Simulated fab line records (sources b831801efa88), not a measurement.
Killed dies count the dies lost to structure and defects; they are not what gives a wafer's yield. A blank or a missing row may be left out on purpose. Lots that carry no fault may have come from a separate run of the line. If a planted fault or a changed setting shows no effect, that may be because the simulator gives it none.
2 desks looking at one fault | flow sky130 | what lay behind the numbers comes last; until then each desk has only its own

## TOOL OWNER'S DESK, rie-diel-03
The tool's own readings at SKY_VIA2_ETCH_15 (etches SiO2 in C4F8/O2/Ar, stops on TiN, target depth 546 nm, time 84 s): means of the sampled wafers that have a number, for each lot that ran on this tool. Any lot whose mean is over 4 standard deviations away from the usual mean is out of limits and marked OUT; that distance is given in the brackets.
Columns: A = bias-w at SKY_VIA2_ETCH_15, usual 1199 W; B = oes-product-au at SKY_VIA2_ETCH_15, usual 0.939 a.u.; C = rf-fwd-power-W at SKY_VIA2_ETCH_15, usual 1489 W; D = run-length-s at SKY_VIA2_ETCH_15, usual 112.2 s
lot  | first seen here | A    | B               | C    | D
L567 | day 36 16:14    | 1200 | 0.943           | 1489 | 112.0
L568 | day 37 03:46    | 1197 | 0.802 (-27) OUT | 1488 | 145.4 (+74) OUT
L571 | day 37 16:58    | 1202 | 0.871 (-13) OUT | 1498 | 129.0 (+37) OUT
L583 | day 41 07:19    | 1201 | 0.939           | 1487 | 112.3
L584 | day 41 13:34    | 1193 | 0.944           | 1493 | 112.5
L588 | day 42 09:08    | 1196 | 0.935           | 1487 | 112.5
This desk finds L568, L571 out of limits, L568 being first, at day 37 03:46 (oes-product-au at SKY_VIA2_ETCH_15). Within limits: L567, L583, L584, L588.

## FROM THE METROLOGY DESK
Lot by lot, what the gauges showed, no matter which tool ran the lot: averages of those sampled wafers that carry a number. Any lot whose mean is over 4 standard deviations away from the usual mean is out of limits and marked OUT; that distance is given in the brackets.
Columns: A = VIA2_BOW at SKY_VIA2_BOW_MEAS_03, usual 88 um
lot  | first seen here | A
L567 | day 35 14:13    | 90
L568 | day 36 01:57    | 87
L571 | day 36 15:01    | 90
L578 | day 39 00:06    | 89
L581 | day 39 19:53    | 86
L583 | day 40 07:15    | 83
L584 | day 40 13:50    | 89
L585 | day 40 15:50    | 92
L586 | day 40 23:02    | 87
L588 | day 41 08:37    | 84
L589 | day 41 18:43    | 86
This desk's verdict: no lot among the 11 shows anything out of limits.

## PUT TOGETHER
On L568, L571, at day 37 03:46, an alarm was possible from the tool owner's desk.
At the metrology desk, nothing out of limits was observed.
The metrology desk has L568, L571 on record, within its limits.
On rie-diel-03, each named lot ran SKY_VIA2_ETCH_15.

## WHAT WAS PUT IN BY THE SIMULATOR
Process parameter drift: rie-diel-03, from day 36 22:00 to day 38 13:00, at SKY_VIA2_ETCH_15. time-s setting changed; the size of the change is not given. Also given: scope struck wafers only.
Shown lots that were struck: L568, L571.
Time in hours from fault onset to the first out-of-limits reading at each desk: the tool owner's desk, 6.
